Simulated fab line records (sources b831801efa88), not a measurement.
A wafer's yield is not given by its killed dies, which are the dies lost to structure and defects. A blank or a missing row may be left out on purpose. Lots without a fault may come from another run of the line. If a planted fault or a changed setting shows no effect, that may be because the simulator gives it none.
The tool behind it: which one? | flow gf180mcu | 12 lots, 36 wafers sampled, at 6 steps of a route of 602

== WHAT THE GAUGES READ, wafer by wafer ==
GF_HV_LDD_CD_MEAS_19: target cd 400 nm.
lot  | measured     | on       | cdNm (nm)
L798 | day 11 01:38 | cdSem-01 | 398.7 399.2 398.0
L800 | day 11 06:49 | cdSem-02 | 399.6 400.1 398.8
L799 | day 11 11:01 | cdSem-01 | 402.0 401.3 402.6
L801 | day 11 14:56 | cdSem-02 | 399.4 398.9 401.5
L802 | day 12 01:50 | cdSem-01 | 397.8 396.0 396.0
L803 | day 12 09:25 | cdSem-02 | 403.2 402.4 406.1
L804 | day 12 19:16 | cdSem-01 | 401.3 401.4 403.0
L811 | day 15 00:59 | cdSem-01 | 395.6 396.6 396.2
L812 | day 15 10:22 | cdSem-02 | 399.7 399.6 399.3
L815 | day 16 02:34 | cdSem-02 | 398.6 396.9 396.3
L816 | day 16 15:13 | cdSem-02 | 404.1 403.6 405.6
L820 | day 18 00:34 | cdSem-01 | 397.0 399.7 397.3

GF_HV_LDD_THK_MEAS_55.
lot  | measured     | on           | HV_LDD_CVD_54_THK (nm)
L798 | day 12 18:09 | filmMetro-02 | 10.32 10.15 10.30
L800 | day 12 23:53 | filmMetro-02 | 9.85 9.77 9.78
L799 | day 13 04:20 | filmMetro-04 | 9.79 9.90 9.80
L801 | day 13 08:49 | filmMetro-04 | 10.20 10.35 10.20
L802 | day 13 19:48 | filmMetro-02 | 10.30 10.27 10.24
L803 | day 14 04:38 | filmMetro-04 | 10.11 10.13 10.12
L804 | day 14 13:14 | filmMetro-02 | 9.84 9.92 9.87
L811 | day 17 00:43 | filmMetro-04 | 9.99 9.89 10.04
L812 | day 17 10:15 | filmMetro-04 | 9.91 9.81 9.76
L815 | day 18 03:49 | filmMetro-04 | 9.97 9.98 9.97
L816 | day 18 15:11 | filmMetro-01 | 9.97 10.11 10.07
L820 | day 20 03:39 | filmMetro-01 | 10.16 10.27 10.27

GF_PSD_RS_MEAS_14: uses a four-point probe to measure.
lot  | measured     | on           | NSD_RS (ohm/sq)
L798 | day 14 12:47 | filmMetro-02 | 46.17 46.26 46.16
L800 | day 14 20:13 | filmMetro-01 | 46.14 46.09 46.10
L799 | day 15 00:40 | filmMetro-01 | 46.17 46.23 46.11
L801 | day 15 04:47 | filmMetro-03 | 46.21 46.26 46.25
L802 | day 15 17:23 | filmMetro-02 | 46.08 46.18 46.14
L803 | day 16 02:05 | filmMetro-01 | 46.27 46.14 46.19
L804 | day 16 11:01 | filmMetro-03 | 46.04 46.10 46.13
L811 | day 19 02:23 | filmMetro-01 | 46.48 46.43 46.46
L812 | day 19 12:34 | filmMetro-01 | 46.46 46.39 46.61
L815 | day 20 07:07 | filmMetro-01 | 45.96 46.06 46.06
L816 | day 20 18:07 | filmMetro-02 | 45.86 46.07 45.99
L820 | day 22 06:01 | filmMetro-02 | 46.02 45.97 45.94

GF_PSD_RS_MEAS_15: uses a four-point probe to measure.
lot  | measured     | on           | PSD_RS (ohm/sq)
L798 | day 14 12:54 | filmMetro-02 | 108.72 108.99 108.98
L800 | day 14 20:20 | filmMetro-01 | 108.99 108.76 108.41
L799 | day 15 00:47 | filmMetro-01 | 109.07 108.84 108.77
L801 | day 15 04:55 | filmMetro-03 | 109.17 108.68 109.08
L802 | day 15 17:31 | filmMetro-02 | 108.34 108.46 108.76
L803 | day 16 02:13 | filmMetro-01 | 108.70 109.29 108.82
L804 | day 16 11:08 | filmMetro-03 | 108.66 108.63 108.74
L811 | day 19 02:31 | filmMetro-01 | 108.36 108.23 108.37
L812 | day 19 12:41 | filmMetro-01 | 108.53 108.78 108.52
L815 | day 20 07:14 | filmMetro-01 | 108.76 108.60 108.18
L816 | day 20 18:14 | filmMetro-02 | 108.06 108.45 108.21
L820 | day 22 06:08 | filmMetro-02 | 108.45 108.24 108.17

== WHAT TOOL EACH LOT RAN ON (gives the tool, then ch and the chambers of the sampled wafers, and finally the start) ==
lot  | GF_NSD_IMPLANT_09               | GF_NSD_STRIP_11
L798 | implanter-03 ch 0, day 13 15:15 | plasmaAsher-02 ch 0,1, day 13 15:31
L800 | implanter-02 ch 0, day 13 21:52 | plasmaAsher-01 ch 0,1, day 13 22:10
L799 | implanter-02 ch 0, day 14 02:43 | plasmaAsher-01 ch 0,1, day 14 03:01
L801 | implanter-03 ch 0, day 14 06:51 | plasmaAsher-01 ch 0,1, day 14 07:07
L802 | implanter-02 ch 0, day 14 18:50 | plasmaAsher-01 ch 0,1, day 14 19:07
L803 | implanter-02 ch 0, day 15 03:16 | plasmaAsher-03 ch 0,1, day 15 03:34
L804 | implanter-04 ch 0, day 15 11:52 | plasmaAsher-01 ch 0,1, day 15 12:10
L811 | implanter-04 ch 0, day 18 01:42 | plasmaAsher-03 ch 0, day 18 01:58
L812 | implanter-04 ch 0, day 18 11:28 | plasmaAsher-03 ch 0,1, day 18 11:51
L815 | implanter-02 ch 0, day 19 05:37 | plasmaAsher-03 ch 0,1, day 19 05:55
L816 | implanter-02 ch 0, day 19 17:22 | plasmaAsher-01 ch 0,1, day 19 17:40
L820 | implanter-02 ch 0, day 21 05:01 | plasmaAsher-03 ch 0,1, day 21 05:19
- GF_NSD_IMPLANT_09
- GF_NSD_STRIP_11: strips in O2/N2.

== AS READ BY THE TOOLS THEMSELVES (means over the sampled wafers that have a number; for cases with no such wafer, the mark the record gives instead) ==
GF_NSD_IMPLANT_09.
lot  | tool         | doseIonsCm2
L798 | implanter-03 | 4e+15
L800 | implanter-02 | 4e+15
L799 | implanter-02 | 4e+15
L801 | implanter-03 | 4e+15
L802 | implanter-02 | 4e+15
L803 | implanter-02 | 4e+15
L804 | implanter-04 | 4e+15
L811 | implanter-04 | 4e+15
L812 | implanter-04 | 4e+15
L815 | implanter-02 | 4e+15
L816 | implanter-02 | 4e+15
L820 | implanter-02 | 4e+15

GF_NSD_STRIP_11.
lot  | tool           | drypumpMotorCurrentA (A) | heaterPowerW (W) | n2FlowSccm (sccm) | oesProductAu (a.u.) | stripTimeToEndpointS (s)
L798 | plasmaAsher-02 | 5.9                      | 315              | 300.4             | 0.484               | 22.83
L800 | plasmaAsher-01 | 6.1                      | 347              | 299.0             | 0.489               | 22.81
L799 | plasmaAsher-01 | 6.1                      | 354              | 299.6             | 0.491               | 22.83
L801 | plasmaAsher-01 | 5.6                      | 328              | 300.3             | 0.483               | 22.81
L802 | plasmaAsher-01 | 6.2                      | 344              | 300.1             | 0.489               | 22.82
L803 | plasmaAsher-03 | 5.4                      | 341              | 299.2             | 0.485               | 22.84
L804 | plasmaAsher-01 | 6.1                      | 349              | 300.2             | 0.486               | 22.82
L811 | plasmaAsher-03 | 5.3                      | 350              | 299.9             | 0.488               | 22.58
L812 | plasmaAsher-03 | 5.6                      | 333              | 300.9             | 0.490               | 22.54
L815 | plasmaAsher-03 | 5.5                      | 328              | 299.5             | 0.482               | 22.86
L816 | plasmaAsher-01 | 6.1                      | 344              | 300.7             | 0.484               | 22.85
L820 | plasmaAsher-03 | 5.4                      | 338              | 300.9             | 0.484               | 22.85

== THE ANSWER, worked out from the rows above alone ==
Rule: the usual values come from the lots themselves. The widest of any qualifying gaps counts: lots, ordered by their means at a reading, are off when they make up no more than a third of the lots, leave a main group of 4 or more, and stand apart from it by 3 or more times the standard deviation of that group's means. Not used: any main group whose means are identical at the precision the tables above print for the reading. Also off: a lot with no number at a reading for which 4 or more lots have one. All remaining lots with rows at the step are treated as sound. First the gauges in route order, then the tools' own readings, where a lot's mean is used as printed above. The first step at which some lot is off is used, and at that step the reading that is off furthest; a lot without a number counts as furthest.
Off: L811, L812, at GF_NSD_STRIP_11 (stripTimeToEndpointS). Main group: mean 22.83 s, sd 0.017.
If a tool, at that step or one of the process steps before it, ran each lot that is off and ran no sound lot following the first of them, it fits. One fits: GF_NSD_IMPLANT_09 on implanter-04. A fault onset in the window from L804 (day 15 11:52, its last sound lot) to L811 (day 18 01:42, its first lot off) fits.

== WHAT THE SIMULATOR PUT IN ==
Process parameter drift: implanter-04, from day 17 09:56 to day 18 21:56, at GF_NSD_IMPLANT_09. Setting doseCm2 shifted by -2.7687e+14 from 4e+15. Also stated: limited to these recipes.
Lots struck among those shown: L811, L812. The rule above reached the same finding.
